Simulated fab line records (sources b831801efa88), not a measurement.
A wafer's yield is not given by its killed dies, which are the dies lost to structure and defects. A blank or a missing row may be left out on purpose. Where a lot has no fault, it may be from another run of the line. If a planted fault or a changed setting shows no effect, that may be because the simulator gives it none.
A struck lot beside a sound one | flow sky130 | 16 steps out of a route of 708
Sound: these wafers, L288.1, L288.4, L288.6. Wafers L278.2, L278.3, L278.6 were the ones struck. The cause comes at the end.
At each step with rows: each side's tool, then ch and its chambers, then its first start. Under that, the readings that differ: sound wafers | struck wafers | difference of the means | sigmas: that difference in standard deviations of wafers without a fault.
alike: readings with means less than 2 such deviations apart, plus words and numbers identical on both sides. not compared: withheld readings, readings lacking a value on some wafer, bounds such as >300 that could conceal the same value, and numbers that have no deviation in the record and whose values overlap.
Wherever a step has rows on one side only, a row that says differs or no value, or a row with sigmas, the two part there. Non-overlapping numbers with no deviation appear without sigmas and do not part them. A reading that every wafer of one side lacks parts them only if that side has two wafers or more.

SKY_FIELD_ISO_THK_MEAS_04:
  sound on film-metro-02 at day 5 09:04; struck on film-metro-04 at day 3 05:51
  alike: FIELD_ISO_CVD_03_THK
then, 8 steps without rows for these wafers: SKY_FIELD_ISO_DEHYDRATE_05 (time 60 s); SKY_FIELD_ISO_HMDS_06 (prime time 60 s); SKY_FIELD_ISO_COAT_07 (resist thk 60 nm); SKY_FIELD_ISO_COAT_08 (resist thk 450 nm); SKY_FIELD_ISO_SOFTBAKE_09 (time 90 s); SKY_FIELD_ISO_EXPOSE_10 (exposes mask FOM, target cd 150 nm); SKY_FIELD_ISO_PEB_11; SKY_FIELD_ISO_DEVELOP_12 (develop time 60 s).
SKY_FIELD_ISO_CD_MEAS_13: the cd target is 150 nm.
  sound on cd-sem-01 at day 6 03:01; struck on cd-sem-01 at day 3 22:43
  alike: cd-nm
SKY_FIELD_ISO_ETCH_14: etches BARC in N2/H2, stops on SiO2, time 45.9 s, target depth 60 nm.
  sound on rie-diel-01 ch 1,3, day 6 03:08; struck on rie-diel-01 ch 1,3, day 3 22:49
  alike: drypump-motor-current-A, oes-product-au, throttle-valve-pct
  not compared: rf-hours-counter-h
SKY_FIELD_ISO_ETCH_15: etches the open film in CHF3/O2, stops on Si, target depth 180 nm, time 72 s.
  sound on rie-diel-01 ch 1,3, day 6 03:11; struck on rie-diel-01 ch 1,3, day 3 22:51
  alike: drypump-motor-current-A, oes-product-au, throttle-valve-pct
  not compared: rf-hours-counter-h
SKY_FIELD_ISO_STRIP_16: strips in O2/N2.
  sound on plasma-asher-02 ch 0,1, day 6 03:14; struck on plasma-asher-02 ch 0,1, day 3 22:55
  no value came back on the struck wafers for chamber-pressure-mTorr (mTorr), drypump-motor-current-A (A), oes-product-au (a.u.), strip-time-to-endpoint-s (s); on the sound wafers chamber-pressure-mTorr (mTorr) reads 1499.5 1501.8 1502.8
  reading                                          | sound | struck            | difference | sigmas
  model.KrF-thick_of_FIELD_ISO_COAT_08.thk-nm (nm) | 0 0 0 | 240.6 237.9 239.5 | +239.3     |
  not compared: rf-hours-counter-h
SKY_FIELD_ISO_ETCH_17: etches Si in HBr/Cl2/O2, target depth 342 nm, time 97.7 s.
  sound on rie-si-02 ch 1,3, day 6 03:20; struck on rie-si-02 ch 1,2,3, day 3 23:01
  reading                                          | sound | struck            | difference | sigmas
  model.KrF-thick_of_FIELD_ISO_COAT_08.thk-nm (nm) | 0 0 0 | 124.7 124.9 125.3 | +125.0     |
  alike: drypump-motor-current-A, oes-product-au, throttle-valve-pct
  not compared: rf-hours-counter-h
then, 1 step without rows for these wafers: SKY_FIELD_ISO_WET_ETCH_18 (etches Si3N4 in H3PO4, target depth 25 nm, time 286 s).
-- record jumps: 44 days separate the struck wafers' starts on either side; left off in module FIELD_ISO, taken up again in module PAD_OPEN, whose first shown step is the route's number 708 --
SKY_PAD_OPEN_PROBE_99:
  sound on prober-01 at day 50 01:04; struck on prober-02 at day 48 07:50
  reading             | sound    | struck      | difference | sigmas
  killed-at-front-end | 20 10 17 | 427 425 428 | +411       | +99 or more
  killed-dies         | 79 74 89 | 492 492 492 | +411       | +47
  killed-on-rim       | 14 16 17 | 96 96 96    | +80        | +20
  alike: killed_at_M0_to_M3, killed_at_M4_up, killed-at-contacts, killed-at-other, killed-open, killed-short

== WHERE THEY PART ==
Last at SKY_PAD_OPEN_PROBE_99 as far as this record goes, first at SKY_FIELD_ISO_STRIP_16.

WHY: whatever the simulator had introduced
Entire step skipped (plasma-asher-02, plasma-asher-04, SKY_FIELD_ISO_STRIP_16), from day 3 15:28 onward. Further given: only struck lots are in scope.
